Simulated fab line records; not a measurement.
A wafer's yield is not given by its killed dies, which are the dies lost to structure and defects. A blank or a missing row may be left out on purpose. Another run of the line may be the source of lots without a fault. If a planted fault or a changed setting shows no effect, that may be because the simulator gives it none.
fab line records ; flow sky130
record lots=5; wafers=15; last_day=50
route steps=708 shown LI_CONTACT@370 PAD_OPEN@708
lots that met no fault: from a run of the same line without faults
start_h: the number of hours between the record's first day and the start of the first shown wafer of the lot ; wait_h: hours since the lot's step before ; " repeats the value in the row above ; L1.1+2: a row that stands for several wafers ; - value missing, or start not given ; * or withheld: withheld ; < > ~ a bound
route shown NAME@n: names a module that has steps shown in the file, with the first one's number in the route ; usual: the fault-free wafers' mean and standard deviation ; same: alike in all rows ; chamber/n: place in a boat ; sites: per-site readings ; _std_site: the standard deviation of these ; _edge_site: outer sites' mean less inner sites' ; radius_mm: for every site, how far away it sits from the centre of the wafer ; mask NAME#n: copy n ; behind: the last tool/chamber to shape the wafer ; hold: the reason the lot was held/the length of the hold in hours/how it ended ; device: which transistor (n, p or np) failed to switch ; end of line: the route-end tests of the same wafers ; a step without rows: its recipe alone ; killed: count of dies lost to structure and defects at first sort (not the wafer's yield) ; map: per-die view of a wafer (x killed, . not killed, _ where there is no die)
set.NAME: the setting the step ran with; set.NAME@STEP: the setting that earlier step ran with ; model.NAME: the simulator's own value behind a step, which no gauge read
certain route steps with their lots: each step a table, each wafer a row
services: from which hour (start_h, from the record's first day; less than 0 if before it) a tool's chamber was out of use, for how many hours, and why
## steps
# step SKY_LI_CONTACT_SOFTBAKE_08
# recipe temp_c=100; time_s=90; resist=KrF-thick
# step SKY_LI_CONTACT_EXPOSE_09
# recipe mask_id=LICM1; na=0.8; source_shape=annular; sigma_inner=0.55; sigma_outer=0.85; target_cd_nm=170; dose_mj=38
# step SKY_LI_CONTACT_PEB_10
# recipe peb_temp_c=withheld; peb_time_s=withheld; resist=KrF-thick
# step SKY_LI_CONTACT_DEVELOP_11
# recipe develop_time_s=60; resist=KrF-thick; dev_temp_c=21
# step SKY_LI_CONTACT_CD_MEAS_12
# recipe target_cd_nm=170
# usual cd_nm=169.7/1.6
lot.wafer;tool;chamber;start_h;wait_h;cd_nm
L299.2;cd_sem-02;-;693.60;-;173.1
L299.5;cd_sem-02;-;693.60;-;173.8
L299.6;cd_sem-02;-;693.60;-;171.5
L305.1;cd_sem-01;-;740.92;-;168.6
L305.5;cd_sem-01;-;740.92;-;168.0
L305.6;cd_sem-01;-;740.92;-;167.6
L315.2;cd_sem-02;-;843.51;-;172.6
L315.3;cd_sem-02;-;843.51;-;170.6
L315.4;cd_sem-02;-;843.51;-;167.8
L317.2;cd_sem-01;-;856.24;-;170.2
L317.5;cd_sem-01;-;856.24;-;170.1
L317.6;cd_sem-01;-;856.24;-;169.9
L316.4;cd_sem-02;-;862.53;-;168.8
L316.5;cd_sem-02;-;862.53;-;169.5
L316.6;cd_sem-02;-;862.53;-;168.5
# step SKY_LI_CONTACT_OVL_MEAS_13
# usual LI_CONTACT_OVL=0/5.2
lot.wafer;tool;chamber;start_h;wait_h;LI_CONTACT_OVL[nm]
L299.2;overlay-02;-;693.71;0.1;-1
L299.5;overlay-02;-;693.71;0.1;2
L299.6;overlay-02;-;693.71;0.1;-2
L305.1;overlay-02;-;741.04;0.1;5
L305.5;overlay-02;-;741.04;0.1;1
L305.6;overlay-02;-;741.04;0.1;1
L315.2;overlay-02;-;843.62;0.1;-4
L315.3;overlay-02;-;843.62;0.1;3
L315.4;overlay-02;-;843.62;0.1;0
L317.2;overlay-02;-;856.35;0.1;1
L317.5;overlay-02;-;856.35;0.1;-1
L317.6;overlay-02;-;856.35;0.1;1
L316.4;overlay-01;-;862.61;0.1;-4
L316.5;overlay-01;-;862.61;0.1;-5
L316.6;overlay-01;-;862.61;0.1;-4
# step SKY_LI_CONTACT_ETCH_14
# recipe chemistry=N2/H2; target=BARC; ion_energy_ev=200; source_w=500; bias_w=100; pressure_mtorr=30; n2_flow_sccm=100; h2_flow_sccm=200; stop_on=SiO2; time_s=45.9; target_depth_a=600
# usual drypump_motor_current_A=5.8/0.44; h2_flow_sccm=200.0/0.56; oes_product_au=0.855/0.0053; throttle_valve_pct=13.225/0.0097
lot.wafer;tool;chamber;start_h;wait_h;drypump_motor_current_A;h2_flow_sccm;oes_product_au;rf_hours_counter_h;throttle_valve_pct
L299.2;rie_diel-04;0;693.74;0.0;6.0;199.8;0.858;19;13.228
L299.5;rie_diel-04;3;693.74;0.0;5.6;199.8;0.850;-;13.228
L299.6;rie_diel-04;2;693.74;0.0;5.3;200.2;0.859;-;13.222
L305.1;rie_diel-03;2;741.08;0.0;5.1;200.2;0.849;10;13.214
L305.5;rie_diel-03;1;741.08;0.0;6.4;200.3;0.848;-;13.218
L305.6;rie_diel-03;0;741.08;0.0;6.4;201.1;0.849;-;13.232
L315.2;rie_diel-03;1;843.65;0.0;6.4;200.1;0.853;11;13.201
L315.3;rie_diel-03;3;843.65;0.0;5.2;199.4;0.860;2;13.226
L315.4;rie_diel-03;2;843.65;0.0;5.1;200.3;0.850;12;13.224
L317.2;rie_diel-02;0;856.38;0.0;6.4;200.7;0.851;2;13.227
L317.5;rie_diel-02;1;856.38;0.0;6.3;199.5;0.855;-;13.229
L317.6;rie_diel-02;0;856.38;0.0;6.4;201.1;0.853;-;13.226
L316.4;rie_diel-03;0;862.63;0.0;6.4;200.3;0.853;7;13.231
L316.5;rie_diel-03;0;862.63;0.0;6.4;200.4;0.849;-;13.244
L316.6;rie_diel-03;1;862.63;0.0;6.4;200.2;0.848;-;13.215
# step SKY_LI_CONTACT_ETCH_15
# recipe target=PSG; chemistry=C4F8/O2/Ar; stop_on=Si; taper_deg=4.15; mask_material=KrF-thick; source_w=1500; bias_w=1200; pressure_mtorr=40; c4f8_flow_sccm=withheld; O2_flow_sccm=6; Ar_flow_sccm=300; time_s=withheld; target_depth_a=6000
# usual oes_product_au=0.837/0.0049
lot.wafer;tool;chamber;start_h;wait_h;oes_product_au
L299.2;rie_diel-04;0;693.78;0.0;0.838
L299.5;rie_diel-04;3;693.78;0.0;0.831
L299.6;rie_diel-04;2;693.78;0.0;0.839
L305.1;rie_diel-03;2;741.12;0.0;0.840
L305.5;rie_diel-03;1;741.12;0.0;0.838
L305.6;rie_diel-03;0;741.12;0.0;0.837
L315.2;rie_diel-03;1;843.69;0.0;0.833
L315.3;rie_diel-03;3;843.69;0.0;0.836
L315.4;rie_diel-03;2;843.69;0.0;0.842
L317.2;rie_diel-02;0;856.42;0.0;0.841
L317.5;rie_diel-02;1;856.42;0.0;0.839
L317.6;rie_diel-02;0;856.42;0.0;0.840
L316.4;rie_diel-03;0;862.67;0.0;0.842
L316.5;rie_diel-03;0;862.67;0.0;0.840
L316.6;rie_diel-03;1;862.67;0.0;0.835
# step SKY_LI_CONTACT_STRIP_16
# recipe chemistry=O2/N2; power_w=1400; pressure_mtorr=1500; platen_temp_c=withheld; o2_flow_sccm=3000; n2_flow_sccm=300; overash_fraction=0.5
# usual drypump_motor_current_A=5.8/0.48; oes_product_au=0.376/0.0049; strip_time_to_endpoint_s=3.52/0.03
lot.wafer;tool;chamber;start_h;wait_h;drypump_motor_current_A;oes_product_au;rf_hours_counter_h;strip_time_to_endpoint_s
L299.2;plasma_asher-01;1;693.87;-;6.6;0.372;100;3.52
L299.5;plasma_asher-01;0;693.87;-;5.6;0.378;-;3.56
L299.6;plasma_asher-01;1;693.87;-;6.6;0.369;-;3.54
L305.1;plasma_asher-03;0;741.21;-;5.2;0.379;59;3.57
L305.5;plasma_asher-03;0;741.21;-;5.2;0.373;-;3.52
L305.6;plasma_asher-03;1;741.21;-;5.6;0.370;-;3.51
L315.2;plasma_asher-03;0;843.78;-;5.2;0.382;69;3.54
L315.3;plasma_asher-03;1;843.78;-;5.6;0.380;-;3.53
L315.4;plasma_asher-03;0;843.78;-;5.2;0.372;-;3.55
L317.2;plasma_asher-03;1;856.51;-;5.6;0.383;71;3.52
L317.5;plasma_asher-03;1;856.51;-;5.6;0.370;-;3.50
L317.6;plasma_asher-03;0;856.51;-;5.2;0.381;-;3.55
L316.4;plasma_asher-03;0;862.79;-;5.2;0.379;-;3.52
L316.5;plasma_asher-03;1;862.79;-;5.6;0.373;-;3.51
L316.6;plasma_asher-03;0;862.79;-;5.2;0.384;-;3.53
# step SKY_LI_CONTACT_CLEAN_17
# recipe chemistry=NMP; time_s=600; temp_c=60; dry=n2_spin
# step SKY_LI_CONTACT_PRE_CLEAN_18
# recipe gas=Ar; time_s=5.6; bias_v=358
# step SKY_LI_CONTACT_SPUTTER_19
# recipe material=Ti; target_thk_nm=20; chamber_pressure_pa=5; power_w=2500; substrate_temp_c=200; time_s=106.37
# usual throttle_valve_pct=30.0/1.2
lot.wafer;tool;chamber;start_h;wait_h;throttle_valve_pct
L299.2;pvd_sputter-02;-;694.16;0.0;29.0
L299.5;pvd_sputter-02;-;694.16;0.0;28.0
L299.6;pvd_sputter-02;-;694.16;0.0;30.9
L305.1;pvd_sputter-02;-;741.50;0.0;28.1
L305.5;pvd_sputter-02;-;741.50;0.0;31.0
L305.6;pvd_sputter-02;-;741.50;0.0;31.0
L315.2;pvd_sputter-03;-;844.13;0.0;30.9
L315.3;pvd_sputter-03;-;844.13;0.0;29.0
L315.4;pvd_sputter-03;-;844.13;0.0;29.1
L317.2;pvd_sputter-01;-;856.80;0.0;30.6
L317.5;pvd_sputter-01;-;856.80;0.0;29.9
L317.6;pvd_sputter-01;-;856.80;0.0;28.2
L316.4;pvd_sputter-03;-;863.05;0.0;30.7
L316.5;pvd_sputter-03;-;863.05;0.0;29.0
L316.6;pvd_sputter-03;-;863.05;0.0;30.4
# step SKY_LI_CONTACT_SPUTTER_20
# recipe material=TiN; target_thk_nm=20; chamber_pressure_pa=5; power_w=4000; time_s=80
# usual throttle_valve_pct=30.0/1.2
lot.wafer;tool;chamber;start_h;wait_h;throttle_valve_pct;model.TiN_of_LI_CONTACT_SPUTTER_20.thk_nm
L299.2;pvd_sputter-02;-;694.24;0.0;29.2;20.3
L299.5;pvd_sputter-02;-;694.24;0.0;28.2;20.02
L299.6;pvd_sputter-02;-;694.24;0.0;31.0;20.46
L305.1;pvd_sputter-02;-;741.58;0.0;28.0;6.096
L305.5;pvd_sputter-02;-;741.58;0.0;31.0;6.061
L305.6;pvd_sputter-02;-;741.58;0.0;30.6;6.54
L315.2;pvd_sputter-03;-;844.21;0.0;30.7;19.95
L315.3;pvd_sputter-03;-;844.21;0.0;29.0;19.8
L315.4;pvd_sputter-03;-;844.21;0.0;29.3;19.76
L317.2;pvd_sputter-01;-;856.88;0.0;30.0;19.63
L317.5;pvd_sputter-01;-;856.88;0.0;29.9;19.91
L317.6;pvd_sputter-01;-;856.88;0.0;28.4;19.61
L316.4;pvd_sputter-03;-;863.13;0.0;30.5;19.47
L316.5;pvd_sputter-03;-;863.13;0.0;29.0;19.64
L316.6;pvd_sputter-03;-;863.13;0.0;30.7;19.67
# step SKY_LI_CONTACT_CVD_21
# recipe material=W; target_thk_nm=400; time_s=120.56; temp_c=400; pressure_torr=40
# usual heater_power_w=794/33
lot.wafer;tool;chamber;start_h;wait_h;heater_power_w
L299.2;cvd_w-02;0;694.30;0.0;829
L299.5;cvd_w-02;1;694.30;0.0;794
L299.6;cvd_w-02;0;694.30;0.0;837
L305.1;cvd_w-01;0;741.64;0.0;773
L305.5;cvd_w-01;0;741.64;0.0;750
L305.6;cvd_w-01;1;741.64;0.0;751
L315.2;cvd_w-02;1;844.27;0.0;793
L315.3;cvd_w-02;0;844.27;0.0;834
L315.4;cvd_w-02;1;844.27;0.0;808
L317.2;cvd_w-01;0;856.94;0.0;778
L317.5;cvd_w-01;0;856.94;0.0;781
L317.6;cvd_w-01;1;856.94;0.0;755
L316.4;cvd_w-02;1;863.23;0.1;818
L316.5;cvd_w-02;0;863.23;0.1;811
L316.6;cvd_w-02;1;863.23;0.1;812
# step SKY_PAD_OPEN_PROBE_99
# usual killed_at_M0_to_M3=44/7.3; killed_at_M4_up=3.2/1.8; killed_at_contacts=24/5.4; killed_at_front_end=16/4.4; killed_dies=86/9.5; killed_open=47/7.7; killed_short=39/6.4
# same gross_dies=492; killed_at_back_side=0; killed_at_other=0
lot.wafer;tool;chamber;start_h;wait_h;killed_at_M0_to_M3;killed_at_M4_up;killed_at_contacts;killed_at_front_end;killed_dies;killed_open;killed_short;model.etest.licon_ndiff.rc_ohm;model.etest.nfet_g5v0d10v5.r_on_ohm_um;model.etest.licon_pdiff.rc_ohm;model.etest.nfet_01v8.r_on_ohm_um;model.etest.sonos_uncharged.r_on_ohm_um;model.etest.licon_poly.rc_ohm;model.etest.licon_high_po.rc_ohm;model.etest.nfet_01v8_lvt.drive_ua_um
L299.2;prober-01;-;1085.64;0.1;46;2;22;17;87;37;50;178;1821;583.1;821;786.8;149.7;355.4;583.1
L299.5;prober-01;-;1085.79;0.2;40;3;28;8;79;39;40;186.5;1847;546.7;838.8;795.7;142.8;343.2;571.5
L299.6;prober-01;-;1085.84;0.2;43;3;19;19;84;49;35;181.1;1852;563.1;845.5;804.6;145.4;346.9;569.1
L305.1;prober-01;-;1124.09;0.1;44;1;23;14;82;47;35;366.9;2053;759.2;969.6;932.8;274.9;470.9;537.5
L305.5;prober-01;-;1124.29;0.2;51;5;32;10;98;54;44;376.2;2022;763.9;959.8;940.2;281.5;465.3;551.5
L305.6;prober-01;-;1124.34;0.2;60;1;24;16;101;55;46;358.1;2050;727.2;966.4;920.8;263.5;447.7;541.8
L315.2;prober-01;-;1191.31;0.1;34;3;18;12;67;33;34;174.7;1934;579.2;806.2;788.9;152.5;338.7;594.9
L315.3;prober-01;-;1191.36;0.2;51;3;23;14;91;52;39;178.5;1914;595.6;840.6;804.4;156.5;358.4;580
L315.4;prober-01;-;1191.41;0.2;49;3;21;12;85;43;42;190.8;1936;593.9;856;813.3;157.4;361.8;564.7
L317.2;prober-02;-;1200.64;0.1;42;6;16;13;77;43;34;182.5;1874;577.1;840.1;810.5;150.4;333.5;571.3
L317.5;prober-02;-;1200.79;0.2;42;3;26;23;94;55;39;181.4;1878;569.5;835.7;806.6;149.8;350.2;563.3
L317.6;prober-02;-;1200.84;0.2;36;0;21;14;71;38;33;184.7;1891;611.9;850;824.6;151;338.9;565.1
L316.4;prober-01;-;1203.44;0.2;48;2;28;15;93;58;35;186.1;1908;592.5;794.4;801.9;150.3;367.6;595.9
L316.5;prober-01;-;1203.49;0.2;59;3;22;16;100;57;43;178.6;1894;572.2;805.1;808.3;153.3;363.5;592.5
L316.6;prober-01;-;1203.54;0.2;42;5;27;16;90;52;38;184.8;1921;598.4;833.1;822.1;161;365.2;578.2
# killed by level:class
L299.2 VIA1:geometric_particle:open=9 CONTACT:geometric_particle:short=8 METAL1:geometric_particle:short=7 VIA1:geometric_particle:short=7 CONTACT:geometric_particle:open=6 METAL2:geometric_particle:short=5 VIA2:geometric_particle:open=5 POLY_CUT:geometric_particle:short=4
L299.5 VIA1:geometric_particle:open=10 VIA2:geometric_particle:open=7 LOCAL_INTERCONNECT:geometric_particle:short=7 LI_CONTACT:geometric_particle:open=6 CONTACT:geometric_particle:short=5 CONTACT:geometric_particle:open=5 VIA3:geometric_particle:open=5 FIELD_ISO:geometric_particle:short=4
L299.6 VIA1:geometric_particle:open=16 CONTACT:geometric_particle:open=9 POLY_GATE:geometric_particle:open=8 FIELD_ISO:geometric_particle:short=6 VIA1:geometric_particle:short=6 METAL1:geometric_particle:short=5 VIA3:geometric_particle:open=5 FIELD_ISO:geometric_particle:open=4
L305.1 VIA3:geometric_particle:open=9 CONTACT:geometric_particle:open=8 VIA1:geometric_particle:open=8 FIELD_ISO:geometric_particle:open=5 VIA3:geometric_particle:short=5 FIELD_ISO:geometric_particle:short=4 LI_CONTACT:geometric_particle:open=4 CONTACT:geometric_particle:short=4
L305.5 CONTACT:geometric_particle:open=11 VIA1:geometric_particle:open=10 VIA2:geometric_particle:open=9 CONTACT:geometric_particle:short=7 LI_CONTACT:geometric_particle:open=6 VIA3:geometric_particle:open=6 LOCAL_INTERCONNECT:geometric_particle:short=5 METAL1:geometric_particle:open=4
L305.6 VIA1:geometric_particle:short=12 VIA1:geometric_particle:open=11 VIA3:geometric_particle:open=9 LI_CONTACT:geometric_particle:open=8 METAL1:geometric_particle:short=7 CONTACT:geometric_particle:open=7 VIA2:geometric_particle:open=6 CONTACT:geometric_particle:short=5
L315.2 METAL2:geometric_particle:short=10 CONTACT:geometric_particle:open=10 VIA1:geometric_particle:open=6 VIA2:geometric_particle:open=6 FIELD_ISO:geometric_particle:short=5 LOCAL_INTERCONNECT:geometric_particle:short=5 VIA3:geometric_particle:open=3 POLY_GATE:geometric_particle:short=2
L315.3 CONTACT:geometric_particle:open=10 VIA1:geometric_particle:open=9 VIA2:geometric_particle:open=8 METAL1:geometric_particle:short=6 VIA1:geometric_particle:short=6 METAL2:geometric_particle:short=6 VIA3:geometric_particle:open=6 FIELD_ISO:geometric_particle:short=4
L315.4 VIA1:geometric_particle:open=16 CONTACT:geometric_particle:open=9 LOCAL_INTERCONNECT:geometric_particle:short=6 VIA2:geometric_particle:open=6 VIA3:geometric_particle:short=6 FIELD_ISO:geometric_particle:short=4 POLY_GATE:geometric_particle:short=4 METAL2:geometric_particle:short=4
L317.2 VIA1:geometric_particle:open=13 VIA1:geometric_particle:short=8 VIA3:geometric_particle:open=7 FIELD_ISO:geometric_particle:open=5 CONTACT:geometric_particle:open=5 VIA2:geometric_particle:open=5 LOCAL_INTERCONNECT:geometric_particle:short=4 METAL4:geometric_particle:short=4
L317.5 CONTACT:geometric_particle:open=12 VIA3:geometric_particle:open=10 VIA1:geometric_particle:open=9 FIELD_ISO:geometric_particle:short=8 VIA2:geometric_particle:open=8 METAL1:geometric_particle:short=7 FIELD_ISO:geometric_particle:open=5 POLY_GATE:geometric_particle:short=5
L317.6 CONTACT:geometric_particle:open=9 VIA1:geometric_particle:open=7 VIA2:geometric_particle:open=6 VIA2:geometric_particle:short=5 FIELD_ISO:geometric_particle:short=4 POLY_GATE:geometric_particle:short=4 CONTACT:geometric_particle:short=4 VIA3:geometric_particle:open=4
L316.4 VIA1:geometric_particle:open=19 VIA3:geometric_particle:open=9 LI_CONTACT:geometric_particle:open=7 LOCAL_INTERCONNECT:geometric_particle:short=7 CONTACT:geometric_particle:open=7 VIA2:geometric_particle:open=7 POLY_GATE:geometric_particle:short=5 SPACER:geometric_particle:short=4
L316.5 METAL1:geometric_particle:short=10 VIA1:geometric_particle:open=9 VIA3:geometric_particle:open=8 CONTACT:geometric_particle:open=7 VIA1:geometric_particle:short=7 POLY_GATE:geometric_particle:open=6 VIA2:geometric_particle:open=6 LI_CONTACT:geometric_particle:open=6
L316.6 CONTACT:geometric_particle:open=11 VIA1:geometric_particle:open=10 VIA2:geometric_particle:open=9 LI_CONTACT:geometric_particle:open=8 POLY_GATE:geometric_particle:short=6 METAL1:geometric_particle:short=5 POLY_GATE:geometric_particle:open=4 LOCAL_INTERCONNECT:geometric_particle:short=4
## services
tool;chamber;start_h;hours;kind
rie_diel-04;1;686.60;4.1;repair
plasma_asher-01;-;697.61;1.4;repair
pvd_sputter-02;-;703.11;2.9;repair
rie_diel-03;3;720.90;-;clean
rie_diel-03;3;720.90;29.4;scheduled_down
rie_diel-03;3;720.90;29.4;vent_cycle
rie_diel-03;0;721.03;12.7;repair
cvd_w-02;-;724.15;2.8;pm
plasma_asher-01;-;733.75;9.0;pm
rie_diel-04;-;745.67;20.2;repair
rie_diel-02;1;750.10;4.9;repair
rie_diel-02;0;754.43;8.0;repair
rie_diel-02;1;777.67;10.7;repair
plasma_asher-01;-;780.32;0.9;repair
pvd_sputter-02;3;822.40;-;consumable_replace:kit
pvd_sputter-02;3;822.40;18.0;scheduled_down
pvd_sputter-02;3;822.40;18.0;vent_cycle
rie_diel-02;1;826.66;7.3;repair
plasma_asher-03;-;826.88;6.9;repair
pvd_sputter-03;3;832.59;-;consumable_replace:kit
pvd_sputter-03;3;832.59;18.0;scheduled_down
pvd_sputter-03;3;832.59;18.0;vent_cycle
pvd_sputter-03;-;852.90;2.4;repair
pvd_sputter-03;-;859.39;0.8;repair
## key
first_sign none at tools or gauges
model_effect step=SKY_LI_CONTACT_SPUTTER_20; value=TiN_of_LI_CONTACT_SPUTTER_20.thk_nm; without=20.27; struck=6.232
model_effect step=SKY_PAD_OPEN_PROBE_99; value=etest.licon_ndiff.rc_ohm; without=183.1; struck=367.1
met_at SKY_LI_CONTACT_SPUTTER_20
struck_wafers L305.1,L305.5,L305.6
tester_left_out L305
onset_between 694.24 741.58
also_fits SKY_LI_CONTACT_SPUTTER_19:pvd_sputter-02
fault kind=process_parameter_drift; tool=pvd_sputter-02; chamber=-; onset_h=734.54; steps=SKY_LI_CONTACT_SPUTTER_20; channel=target_thk_nm; offset=-14.035; shape=step; end_h=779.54; acts_in=these_recipes_only; stated=20
# tester_left_out: of these lots the tester's yield and bins aren't shown, on N5 and GAA mostly nor the transistor test; their killed dies are dies lost to structure and defects alone, not to doping, threshold or leakage, so they don't give the yield
